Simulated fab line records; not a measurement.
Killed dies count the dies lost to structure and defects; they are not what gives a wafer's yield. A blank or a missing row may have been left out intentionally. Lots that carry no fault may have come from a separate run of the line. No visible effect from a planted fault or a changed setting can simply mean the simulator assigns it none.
Which of the tools did it? | flow gf180mcu | 18 wafers from 6 lots sampled at 3 of the route's 602 steps

== WHAT THE GAUGES READ, wafer by wafer ==
GF_HV_LDD_THK_MEAS_55.
lot  | measured     | on            | HV_LDD_CVD_54_THK (nm)
L629 | day 12 19:06 | film metro-02 | 10.00 10.02 10.00
L631 | day 13 02:46 | film metro-03 | 10.06 10.11 9.97
L635 | day 14 17:32 | film metro-04 | 9.96 9.93 9.85
L639 | day 16 10:01 | film metro-03 | 12.71 12.58 12.61
L648 | day 19 03:58 | film metro-02 | 10.12 10.06 10.10
L650 | day 19 16:07 | film metro-03 | 10.24 10.11 10.10

== TOOL THAT RAN EACH LOT (tool first, then ch and the chambers of the sampled wafers, then the start) ==
lot  | GF_HV_LDD_RTA_52                 | GF_HV_LDD_CVD_54
L629 | rtp anneal-02 ch 0, day 12 17:54 | lpcvd-01 ch 1, day 12 18:04
L631 | rtp anneal-02 ch 0, day 13 01:33 | lpcvd-02 ch 0, day 13 01:43
L635 | rtp anneal-01 ch 0, day 14 16:15 | lpcvd-02 ch 1, day 14 16:31
L639 | rtp anneal-02 ch 0, day 16 08:48 | lpcvd-02 ch 0, day 16 08:59
L648 | rtp anneal-01 ch 0, day 19 02:46 | lpcvd-02 ch 0, day 19 02:57
L650 | rtp anneal-02 ch 0, day 19 14:55 | lpcvd-01 ch 1, day 19 15:06
- GF_HV_LDD_RTA_52: time 10 s.
- GF_HV_LDD_CVD_54: deposits SiO2 from TEOS, target thk 10 nm, time 75 s.

== THE ANSWER, worked out from the rows above alone ==
Rule: usual is defined by the lots themselves. Put in order of their means at a reading, lots are off if they are a third of the lots or fewer, leave a main group of 4 or more, and stand apart from it by a gap of 3 or more times the standard deviation of the main group's means; of several such gaps the widest counts. Not used: any main group whose means are identical at the precision the tables above print for the reading. A lot without any number at a reading at which 4 lots or more have one is off too. The other lots that the step has rows for count as sound.
Off: at GF_HV_LDD_THK_MEAS_55 (HV_LDD_CVD_54_THK), L639. Mean 10.04 nm and standard deviation 0.08 in the main group.
If a tool, at a process step before that reading, ran all the lots that are off and no sound lot after the first of them, it fits. The gauges at GF_HV_LDD_THK_MEAS_55 are tried like those tools. None of those tried fits.

== WHAT HAD BEEN PUT IN BY THE SIMULATOR ==
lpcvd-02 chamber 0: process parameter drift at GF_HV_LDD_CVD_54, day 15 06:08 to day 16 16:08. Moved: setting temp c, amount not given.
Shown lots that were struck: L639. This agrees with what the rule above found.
